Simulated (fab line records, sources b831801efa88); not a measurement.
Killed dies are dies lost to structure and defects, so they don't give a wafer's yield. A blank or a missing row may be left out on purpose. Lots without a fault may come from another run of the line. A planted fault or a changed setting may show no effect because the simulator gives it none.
A struck lot beside a sound one | flow sky130 | 40 steps out of a route of 708
Sound: wafers L858.1, L858.4, L858.6. Struck: wafers L856.1, L856.4, L856.5. The cause comes at the end.
At each step with rows: each side's tool, then ch and its chambers, then its first start. Under that, the readings that differ: sound wafers | struck wafers | difference of the means | sigmas: that difference in standard deviations of wafers without a fault.
alike: readings whose means differ by less than 2 such deviations, and words and numbers that are the same on both sides. not compared: withheld readings, readings that some wafer has no value for, bounds like >300 that may hide the same value, and numbers for which the record gives no deviation and whose values overlap.
The two part at a step that has a row with sigmas, a row that says differs or no value, or rows on one side only. Numbers that don't overlap but have no deviation are shown without sigmas and don't part them. A reading that every wafer of one side lacks parts them only if that side has two wafers or more.

first, 7 steps without rows for these wafers: SKY_NWELL_DEVELOP_22 (develop time 60 s); SKY_NWELL_IMPLANT_24; SKY_NWELL_STRIP_25 (strips in O2/N2); SKY_NWELL_CLEAN_27 (cleans in SC1/SC2, time 150 s); SKY_NWELL_RTA_28 (time 30 s); SKY_VT_ADJUST_HVTP_DEHYDRATE_00 (time 60 s); SKY_VT_ADJUST_HVTP_HMDS_01 (prime time 60 s).
SKY_VT_ADJUST_HVTP_COAT_02: resist thk 1140 nm.
  sound on litho_track-04 ch 0, day 11 09:23; struck on litho_track-03, day 11 04:43
  no value came back on the struck wafers for chill_plate_temp_C (C), dispense_pressure_kPa (kPa); on the sound wafers chill_plate_temp_C (C) reads 23.02 22.94 22.83
then, 4 steps without rows for these wafers: SKY_VT_ADJUST_HVTP_SOFTBAKE_03 (time 60 s); SKY_VT_ADJUST_HVTP_EXPOSE_04 (exposes mask HVTPM, target cd 380 nm); SKY_VT_ADJUST_HVTP_PEB_05; SKY_VT_ADJUST_HVTP_DEVELOP_06 (develop time 60 s).
SKY_VT_ADJUST_HVTP_CD_MEAS_07: target cd 380 nm.
  sound on cd_sem-01, day 11 20:50; struck on cd_sem-02, day 11 16:02
  reading    | sound             | struck | difference                    | sigmas
  cd_nm (nm) | 380.5 378.6 379.8 | - - -  | no value on the struck wafers |
SKY_VT_ADJUST_HVTP_OVL_MEAS_08:
  sound on overlay-01, day 11 20:57; struck on overlay-02, day 11 16:09
  reading                 | sound         | struck | difference                    | sigmas
  VT_ADJUST_HVTP_OVL (nm) | 2.6 -0.7 -1.0 | - - -  | no value on the struck wafers |
then, 11 steps without rows for these wafers: SKY_VT_ADJUST_HVTP_IMPLANT_09; SKY_VT_ADJUST_HVTP_STRIP_10 (strips in O2/N2); SKY_VT_ADJUST_LVTN_DEHYDRATE_00 (time 60 s); SKY_VT_ADJUST_LVTN_HMDS_01 (prime time 60 s); SKY_VT_ADJUST_LVTN_COAT_02 (resist thk 3000 nm); SKY_VT_ADJUST_LVTN_SOFTBAKE_03; SKY_VT_ADJUST_LVTN_EXPOSE_04 (exposes mask NWM COMPLEMENT LESS NATIVE, target cd 840 nm); SKY_VT_ADJUST_LVTN_PEB_05; SKY_VT_ADJUST_LVTN_DEVELOP_06 (develop time 60 s); SKY_VT_ADJUST_LVTN_IMPLANT_08; SKY_VT_ADJUST_LVTN_STRIP_09 (strips in O2/N2).
SKY_VT_ADJUST_LVTN_TW_MEAS_10:
  sound on film_metro-02, day 12 21:53; struck on film_metro-03, day 12 16:40
  reading           | sound             | struck               | difference | sigmas
  VT_ADJUST_LVTN_TW | 244.7 243.8 245.1 | 1354.8 1347.4 1341.2 | +1103.3    | +99 or more
then, 8 steps without rows for these wafers: SKY_VT_ADJUST_LVTN_DEHYDRATE_11 (time 60 s); SKY_VT_ADJUST_LVTN_HMDS_12 (prime time 60 s); SKY_VT_ADJUST_LVTN_COAT_13 (resist thk 1140 nm); SKY_VT_ADJUST_LVTN_SOFTBAKE_14 (time 60 s); SKY_VT_ADJUST_LVTN_EXPOSE_15 (exposes mask HVN STD DERIVED, target cd 600 nm); SKY_VT_ADJUST_LVTN_PEB_16; SKY_VT_ADJUST_LVTN_DEVELOP_17 (develop time 60 s); SKY_VT_ADJUST_LVTN_IMPLANT_19.
SKY_VT_ADJUST_LVTN_TW_MEAS_21:
  sound on film_metro-02, day 13 23:26; struck on film_metro-04, day 13 18:19
  reading             | sound             | struck               | difference | sigmas
  VT_ADJUST_LVTN_2_TW | 188.7 187.1 188.9 | 1348.1 1346.5 1352.2 | +1160.7    | +99 or more
SKY_VT_ADJUST_NCORE_TW_MEAS_11:
  sound on film_metro-04, day 15 02:14; struck on film_metro-01, day 14 20:18
  reading            | sound             | struck               | difference | sigmas
  VT_ADJUST_NCORE_TW | 219.5 219.1 218.9 | 1354.4 1356.2 1355.0 | +1136.0    | +99 or more
SKY_VT_ADJUST_HVTR_TW_MEAS_11:
  sound on film_metro-04, day 16 06:07; struck on film_metro-01, day 15 23:49
  reading           | sound             | struck               | difference | sigmas
  VT_ADJUST_HVTR_TW | 210.2 209.1 210.6 | 1358.4 1361.4 1364.7 | +1151.5    | +99 or more
SKY_VT_ADJUST_PCH_TW_MEAS_10:
  sound on film_metro-01, day 17 10:21; struck on film_metro-03, day 17 05:46
  reading          | sound             | struck               | difference | sigmas
  VT_ADJUST_PCH_TW | 142.6 141.7 143.4 | 1364.7 1367.7 1365.2 | +1223.3    | +99 or more
SKY_SONOS_TUNNEL_TW_MEAS_12:
  sound on film_metro-03, day 18 17:47; struck on film_metro-03, day 18 13:16
  reading         | sound             | struck               | difference | sigmas
  SONOS_TUNNEL_TW | 199.5 198.3 199.2 | 1366.2 1367.6 1364.5 | +1167.1    | +99 or more
-- the record jumps here: 32 days lie between the struck wafers' starts before and after (it left off in module SONOS_TUNNEL and takes up again in module PAD_OPEN, whose first step shown is number 708 of the route) --
SKY_PAD_OPEN_PROBE_99:
  the record has rows for the struck wafers here (prober-02, day 50 17:44) and none for the sound ones

WHERE THEY PART
First at SKY_VT_ADJUST_HVTP_COAT_02; last, within this record, at SKY_PAD_OPEN_PROBE_99.

WHY: what the simulator had put in
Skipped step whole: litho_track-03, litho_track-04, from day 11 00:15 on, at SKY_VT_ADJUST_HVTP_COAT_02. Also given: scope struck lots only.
